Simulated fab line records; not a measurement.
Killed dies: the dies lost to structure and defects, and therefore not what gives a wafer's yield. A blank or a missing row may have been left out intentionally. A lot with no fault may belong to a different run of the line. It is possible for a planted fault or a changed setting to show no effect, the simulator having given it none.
A struck lot beside a sound one	flow sky130	14 steps out of a route of 708
Sound: the wafers L380.2, L380.3, L380.6. Wafers struck: L390.1, L390.2, L390.5. The cause comes at the end.
Per side, at each step with rows, come the tool, then ch with its chambers, and then its first start. Under that, the readings that differ: sound wafers	struck wafers	difference of the means	sigmas: that difference in standard deviations of wafers without a fault.
alike: readings whose means differ by less than 2 such deviations, and words and numbers that are the same on both sides. not compared: withheld readings, readings that some wafer has no value for, bounds like >300 that may hide the same value, and numbers for which the record gives no deviation and whose values overlap.
The two part at a step that has a row with sigmas, a row that says differs or no value, or rows on one side only. When numbers do not overlap yet have no deviation, they are printed without sigmas and do not part them. A reading that every wafer of one side lacks parts them only if that side has two wafers or more.

first, 6 steps without rows for these wafers: SKY_LDD_N_HMDS_01 (prime time 60 s); SKY_LDD_N_COAT_02 (resist thk 300 nm); SKY_LDD_N_SOFTBAKE_03 (time 60 s); SKY_LDD_N_EXPOSE_04 (exposes mask NTM, target cd 840 nm); SKY_LDD_N_PEB_05; SKY_LDD_N_DEVELOP_06 (develop time 60 s).
SKY_LDD_N_OVL_MEAS_07:
  struck on overlay-01, day 21 22:55; sound on overlay-02, day 17 21:13
  alike: LDD_N_OVL
then, 5 steps without rows for these wafers: SKY_LDD_N_IMPLANT_08; SKY_LDD_N_IMPLANT_09; SKY_LDD_N_IMPLANT_10; SKY_LDD_N_IMPLANT_11; SKY_LDD_N_IMPLANT_12.
SKY_LDD_N_IMPLANT_13:
  sound on implanter-03 ch 0, day 17 22:01; struck on implanter-01, day 21 23:42
  no value came back on the struck wafers for beam_energy_keV, beam_on_s (s), rotation_deg (degrees); on the sound wafers beam_energy_keV reads 50.009 50.006 49.997
after that, 1 step had no rows for these wafers: SKY_LDD_N_IMPLANT_14.

## WHERE THEY PART
Only at SKY_LDD_N_IMPLANT_13, as far as this record shows.

WHY: what the simulator had put in
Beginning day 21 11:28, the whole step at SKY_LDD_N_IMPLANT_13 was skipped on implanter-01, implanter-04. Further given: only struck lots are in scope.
